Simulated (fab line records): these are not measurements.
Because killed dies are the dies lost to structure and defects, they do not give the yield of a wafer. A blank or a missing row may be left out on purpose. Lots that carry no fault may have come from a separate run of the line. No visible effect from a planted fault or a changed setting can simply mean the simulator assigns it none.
8D (eight disciplines) problem report, filled in by code    flow sky130    the parts of the form that need people (team, actions taken, sign-off) are left out

== 1. THE ISSUE ==
Wafers without a fault read 116.7 s, standard deviation 0.41; run length s at SKY_METAL4_ETCH_16 reads a mean of 100.5 s on 6 wafers belonging to 2 lots. Relative to the usual mean, that is a shift of -40 standard deviations.
The step: etches BARC in N2/H2, stops on SiO2, time 88.2 s, target depth 60 nm.
Earliest sighting: wafer L735.2 on rie metal-01 at day 45 06:18. At this step, 33 wafers from 11 lots have a number in the record. Rule for "out", or "out of limits": more than 4 standard deviations from the usual mean. Any other wafer with a number is counted as sound.

== 2. WHAT IT IS AND WHAT IT IS NOT ==
question                     is                            is not
which readings at this step  run length s, oes product au  drypump motor current A, throttle valve pct
which lots                   L735, L738                    L722, L724, L725, L727, L728, L730, L731, L733, L734
which wafers of those lots   all that have a number        -
read on which tools          rie metal-01                  rie metal-03
when                         from day 45 06:18             up to then (27 sound wafers)

== 3. SUSPECTS, AND WHAT RULES EACH OUT ==
Counting: a tool at any process step up to the reading remains a suspect when it ran all the lots that are out and ran no sound lot after the first of those.
- plasma asher-02 at SKY_VIA3_STRIP_16 (strips in O2/N2): kept. Every lot that is out went through it, starting with L735 (day 43 07:28), and after that it ran no sound lot; the last sound lot it ran before then is L728 (day 41 04:49).
- rie metal-01 at SKY_METAL4_ETCH_16 (etches BARC in N2/H2, stops on SiO2, time 88.2 s, target depth 60 nm): kept. Every lot that is out went through it, starting with L735 (day 45 06:18), and after that it ran no sound lot; the last sound lot it ran before then is L734 (day 45 01:35). Out on those wafers are its own readings of oes product au, run length s.
What counting leaves: plasma asher-02 at SKY_VIA3_STRIP_16 and rie metal-01 at SKY_METAL4_ETCH_16.

== 4. THE CAUSE (what the simulator had put in) ==
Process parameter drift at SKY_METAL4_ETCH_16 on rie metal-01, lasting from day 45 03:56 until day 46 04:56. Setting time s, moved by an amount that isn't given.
Counting leaves 2 suspects; this tool is one of them.

== 5. THE EFFECT CHAIN, in route order ==
Each row: a reading whose mean over the struck wafers that have a number lies more than 3 standard deviations from the usual. Only readings for which the record gives a usual standard deviation are gone through. hours: the time from each lot's start at the first step in this table that gives one to its start at this step, as a median over the lots. sigmas: the change in usual standard deviations.
hours  step                reading         usual       on struck wafers  change  sigmas
0      SKY_METAL4_ETCH_16  oes product au  0.626 a.u.  0.732             +0.106  +23
0      SKY_METAL4_ETCH_16  run length s    116.7 s     100.5             -16.2   -40
Its process steps:
- SKY_METAL4_ETCH_16: etches BARC in N2/H2, stops on SiO2, time 88.2 s, target depth 60 nm.

== 6. HOW IT WOULD HAVE BEEN CAUGHT EARLIER ==
In this record the first reading out of limits was taken at day 45 06:18, 2 hours after the fault began at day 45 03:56.
